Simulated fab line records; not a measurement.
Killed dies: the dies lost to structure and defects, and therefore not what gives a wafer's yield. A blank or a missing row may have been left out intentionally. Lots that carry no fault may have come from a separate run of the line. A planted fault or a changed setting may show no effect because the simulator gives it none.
What tool caused it? -- flow sky130 -- Sampling: 14 lots, 42 wafers, 5 of 708 route steps

## WHAT THE GAUGES SHOWED, per wafer
SKY_VIA2_RS_MEAS_22: measures by four-point-probe. Usual: VIA2_W_RS gives 0.272 ohm/sq (standard deviation 0.0036).
lot,measured,on,VIA2_W_RS (ohm/sq),flag
L292,day 36 19:44,filmMetro-04,0.275 0.276 0.276,
L293,day 36 23:46,filmMetro-03,0.277 0.276 0.276,
L294,day 37 00:38,filmMetro-03,0.266 0.269 0.269,
L297,day 38 07:02,filmMetro-01,0.267 0.274 0.265,
L298,day 38 19:02,filmMetro-04,0.273 0.269 0.270,
L302,day 39 17:52,filmMetro-04,0.281 0.270 0.275,
L303,day 39 22:59,filmMetro-01,58.523 59.242 59.514,OFF
L304,day 40 08:27,filmMetro-01,58.368 56.990 57.428,OFF
L305,day 40 14:10,filmMetro-01,0.276 0.272 0.268,
L306,day 40 23:03,filmMetro-04,0.274 0.271 0.275,
L308,day 41 15:38,filmMetro-04,0.274 0.282 0.272,
L309,day 41 18:50,filmMetro-01,0.273 0.270 0.269,
L311,day 42 11:08,filmMetro-01,0.273 0.273 0.273,
L314,day 43 15:38,filmMetro-03,0.265 0.271 0.268,

SKY_VIA2_THK_MEAS_23: measures by xrf. Usual: VIA2_W_THK gives 417 nm (standard deviation 5.9).
lot,measured,on,VIA2_W_THK (nm),flag
L292,day 36 19:50,filmMetro-04,410 407 406,
L293,day 36 23:53,filmMetro-03,411 410 414,
L294,day 37 00:45,filmMetro-03,422 418 419,
L297,day 38 07:08,filmMetro-01,419 409 421,
L298,day 38 19:08,filmMetro-04,412 418 417,
L302,day 39 17:59,filmMetro-04,399 417 411,
L303,day 39 23:05,filmMetro-01,<0 <0 -,OFF
L304,day 40 08:34,filmMetro-01,<0 <0 -,OFF
L305,day 40 14:16,filmMetro-01,411 415 425,
L306,day 40 23:09,filmMetro-04,414 417 414,
L308,day 41 15:45,filmMetro-04,413 401 416,
L309,day 41 18:57,filmMetro-01,419 424 426,
L311,day 42 11:15,filmMetro-01,415 415 416,
L314,day 43 15:46,filmMetro-03,430 419 427,

## WHICH TOOL RAN EACH LOT (tool, then ch and the chambers of the sampled wafers, then the start)
lot,SKY_METAL2_DESCUM_17,SKY_VIA2_ETCH_14,SKY_VIA2_CVD_21
L292,"rieMetal-02 ch 0,1, day 35 15:29","rieDiel-01 ch 0,1,2, day 36 18:49","cvdW-02 ch 0, day 36 19:34"
L293,"rieMetal-04 ch 0,1, day 35 19:40","rieDiel-01 ch 1,2, day 36 22:50","cvdW-02 ch 0,1, day 36 23:38"
L294,"rieMetal-02 ch 0, day 35 20:55","rieDiel-04 ch 0,3, day 36 23:41","cvdW-01 ch 0, day 37 00:29"
L297,"rieMetal-03 ch 0,1, day 37 03:24","rieDiel-02 ch 0,1, day 38 06:07","cvdW-02 ch 0,1, day 38 06:55"
L298,"rieMetal-04 ch 0,1, day 37 15:48","rieDiel-02 ch 1,3, day 38 18:06","cvdW-01 ch 0,1, day 38 18:54"
L302,"rieMetal-04 ch 0,1, day 38 14:22","rieDiel-01 ch 0,1,3, day 39 16:53","cvdW-02 ch 0,1, day 39 17:44"
L303,"rieMetal-04 ch 0, day 38 19:31","rieDiel-02 ch 0,3, day 39 22:03","cvdW-02 ch 0,1, day 39 22:51"
L304,"rieMetal-02 ch 0,1, day 39 05:38","rieDiel-01 ch 0,1,2, day 40 07:29","cvdW-01 ch 0,1, day 40 08:19"
L305,"rieMetal-04 ch 0, day 39 11:43","rieDiel-02 ch 0,1,2, day 40 13:12","cvdW-02 ch 0,1, day 40 14:00"
L306,"rieMetal-02 ch 0,1, day 39 19:09","rieDiel-02 ch 0,2,3, day 40 21:41","cvdW-01 ch 0,1, day 40 22:56"
L308,"rieMetal-04 ch 0, day 40 13:41","rieDiel-01 ch 0,1,3, day 41 14:41","cvdW-02 ch 0,1, day 41 15:29"
L309,"rieMetal-03 ch 0, day 40 16:11","rieDiel-01 ch 1,2, day 41 17:54","cvdW-02 ch 0,1, day 41 18:41"
L311,"rieMetal-04 ch 0, day 41 08:05","rieDiel-04 ch 0,1,3, day 42 09:50","cvdW-02 ch 0,1, day 42 11:00"
L314,"rieMetal-04 ch 0, day 42 14:20","rieDiel-02 ch 1,2,3, day 43 14:45","cvdW-02 ch 0,1, day 43 15:31"
- SKY_METAL2_DESCUM_17: chemistry O2, time 8 s.
- SKY_VIA2_ETCH_14: etches BARC in N2/H2, stops on SiO2, time 45.9 s, target depth 60 nm.
- SKY_VIA2_CVD_21: deposits W, target thk 420 nm, time 126.4 s.

## AS READ BY THE TOOLS THEMSELVES (means over the sampled wafers that have a number; for cases with no such wafer, the mark the record gives instead)
SKY_METAL2_DESCUM_17. Usual: chamberPressureMTorr 9.999 mTorr, standard deviation 0.0096; drypumpMotorCurrentA 5.73 A, standard deviation 0.22; oesProductAu 0.998 a.u., standard deviation 0.01.
lot,tool,chamberPressureMTorr (mTorr),drypumpMotorCurrentA (A),oesProductAu (a.u.),flag
L292,rieMetal-02,9.993,5.55,1.000,
L293,rieMetal-04,9.996,5.80,0.991,
L294,rieMetal-02,9.984,5.52,0.993,
L297,rieMetal-03,9.997,6.05,0.998,
L298,rieMetal-04,9.999,5.66,0.999,
L302,rieMetal-04,10.011,5.69,0.996,
L303,rieMetal-04,9.997,5.56,1.006,
L304,rieMetal-02,10.005,5.61,0.990,
L305,rieMetal-04,9.990,5.57,1.001,
L306,rieMetal-02,9.996,5.60,0.986,
L308,rieMetal-04,10.003,5.56,1.015,
L309,rieMetal-03,9.992,6.06,0.996,
L311,rieMetal-04,10.000,5.55,1.008,
L314,rieMetal-04,9.993,5.57,1.006,

SKY_VIA2_ETCH_14. Usual: chamberPressureMTorr 30.000 mTorr, standard deviation 0.026; drypumpMotorCurrentA 5.71 A, standard deviation 0.29; oesProductAu 0.856 a.u., standard deviation 0.0047; throttleValvePct 13.226 %, standard deviation 0.0093.
lot,tool,chamberPressureMTorr (mTorr),drypumpMotorCurrentA (A),oesProductAu (a.u.),throttleValvePct (%),flag
L292,rieDiel-01,29.984,5.74,0.852,13.226,
L293,rieDiel-01,30.017,5.98,0.856,13.215,
L294,rieDiel-04,30.003,5.50,0.853,13.217,
L297,rieDiel-02,30.011,6.10,0.853,13.222,
L298,rieDiel-02,29.987,5.72,0.854,13.229,
L302,rieDiel-01,30.008,5.93,0.856,13.229,
L303,rieDiel-02,30.024,5.60,0.858,13.225,
L304,rieDiel-01,29.984,5.74,0.855,13.227,
L305,rieDiel-02,29.986,5.97,0.856,13.226,
L306,rieDiel-02,30.005,5.77,0.860,13.224,
L308,rieDiel-01,30.020,5.93,0.857,13.220,
L309,rieDiel-01,29.997,6.01,0.857,13.232,
L311,rieDiel-04,29.991,5.59,0.857,13.223,
L314,rieDiel-02,29.983,5.68,0.856,13.223,

SKY_VIA2_CVD_21. Usual: chamberPressureTorr 40.00 Torr, standard deviation 0.081; heaterPowerOuterW 493 W, standard deviation 32; heaterPowerW 860 W, standard deviation 48.
lot,tool,chamberPressureTorr (Torr),heaterPowerOuterW (W),heaterPowerW (W),flag
L292,cvdW-02,40.03,475,831,
L293,cvdW-02,39.98,495,856,
L294,cvdW-01,40.06,539,939,
L297,cvdW-02,40.04,502,879,
L298,cvdW-01,40.02,498,853,
L302,cvdW-02,40.01,475,845,
L303,cvdW-02,-,-,-,OFF
L304,cvdW-01,-,-,-,OFF
L305,cvdW-02,39.99,463,841,
L306,cvdW-01,39.98,535,908,
L308,cvdW-02,40.02,470,838,
L309,cvdW-02,40.05,462,828,
L311,cvdW-02,40.01,459,825,
L314,cvdW-02,40.03,473,839,

## THE ANSWER, worked out from the rows above alone
Rule: lot off if the mean of its wafers having a number is beyond 3 standard deviations from the usual mean. A lot without any number at a reading at which 4 lots or more have one is off too. Where the step has rows for the other lots, those lots are counted as sound. Order of review: gauges by route order, followed by the tools' own readings, for which a lot's mean as printed above is used. The first step at which some lot is off is used, and at that step the reading that is off furthest; a lot without a number counts as furthest.
Off: L303, L304, at SKY_VIA2_RS_MEAS_22 (VIA2_W_RS).
If a tool, at a process step before that reading, ran all the lots that are off and no sound lot after the first of them, it fits. The gauges at SKY_VIA2_RS_MEAS_22 aren't tried: what is off there is off at SKY_VIA2_CVD_21 too, on other tools, and a gauge's error can't cause that. No candidate that was tried fits.

## WHAT THE SIMULATOR HAD PUT IN
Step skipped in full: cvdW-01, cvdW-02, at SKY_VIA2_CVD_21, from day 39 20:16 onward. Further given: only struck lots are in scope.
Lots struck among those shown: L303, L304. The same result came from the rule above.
